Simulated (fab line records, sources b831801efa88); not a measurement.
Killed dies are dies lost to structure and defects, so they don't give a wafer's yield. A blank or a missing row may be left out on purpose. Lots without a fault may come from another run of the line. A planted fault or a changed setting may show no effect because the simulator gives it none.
One fault seen from 2 desks | flow sky130 | each desk has only its own numbers; what lay behind them comes last

THE TOOL OWNER'S DESK: wet_bench-04
The tool's own readings at SKY_GATE_OXIDE_CLEAN_00 (cleans in SC1/SC2, time 150 s): means of the sampled wafers that have a number, for each lot that ran on this tool. A lot is out of limits, marked OUT, if its mean lies more than 4 standard deviations from the usual mean; the brackets give that distance.
Columns: A = run_length_s at SKY_GATE_OXIDE_CLEAN_00, usual 179 s; B = temp_c at SKY_GATE_OXIDE_CLEAN_00, usual 70.02 C
lot  | first seen here | A            | B
L889 | day 15 07:14    | 177          | 70.00
L891 | day 15 15:19    | 96 (-22) OUT | 69.99
L894 | day 16 21:01    | 96 (-22) OUT | 69.87
This desk's finding: out of limits on L891, L894; first on L891, day 15 15:19 (run_length_s at SKY_GATE_OXIDE_CLEAN_00). In limits: L889.

THE METROLOGY DESK
What the gauges read, lot by lot, whatever tool the lot ran on: means of the sampled wafers that have a number. A lot is out of limits, marked OUT, if its mean lies more than 4 standard deviations from the usual mean; the brackets give that distance.
Columns: A = cd_nm at SKY_SONOS_ONO_CD_MEAS_13, usual 409.6 nm; B = SONOS_ONO_OVL at SKY_SONOS_ONO_OVL_MEAS_14, usual 0.1 nm; C = GATE_OXIDE_OXIDATION_00_THK at SKY_GATE_OXIDE_THK_MEAS_02, usual 10.23 nm; D = GATE_OXIDE_OVL at SKY_GATE_OXIDE_OVL_MEAS_10, usual 0.0 nm; E = GATE_OXIDE_TW at SKY_GATE_OXIDE_TW_MEAS_14, usual 224.6
lot  | first seen here | A     | B    | C     | D    | E
L885 | day 13 14:01    | 410.5 | 1.4  | 10.05 | -0.1 | 223.6
L889 | day 15 06:49    | 408.7 | 1.1  | 10.30 | -0.5 | 225.7
L891 | day 15 14:56    | 408.0 | 0.2  | 10.21 | -1.3 | 227.1
L894 | day 16 20:37    | 409.9 | -1.8 | 10.61 | 1.6  | 222.0
L900 | day 18 16:27    | 409.6 | 0.7  | 10.34 | -0.7 | 224.3
L905 | day 20 23:12    | 408.0 | -0.0 | 9.95  | 0.6  | 224.2
This desk's finding: nothing out of limits on any of the 6 lots.

PUT TOGETHER
The tool owner's desk could have raised an alarm at day 15 15:19, on L891, L894.
The metrology desk saw nothing out of limits.
The metrology desk has L891, L894 on record, within its limits.
Of the lots named, all ran SKY_GATE_OXIDE_CLEAN_00 on wet_bench-04.

WHAT THE SIMULATOR HAD PUT IN
Process parameter drift: wet_bench-04, from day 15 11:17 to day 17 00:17, at SKY_GATE_OXIDE_CLEAN_00. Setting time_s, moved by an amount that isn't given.
Lots struck among those shown: L891, L894.
Hours from the fault's start to each desk's first reading out of limits: the tool owner's desk, 4.
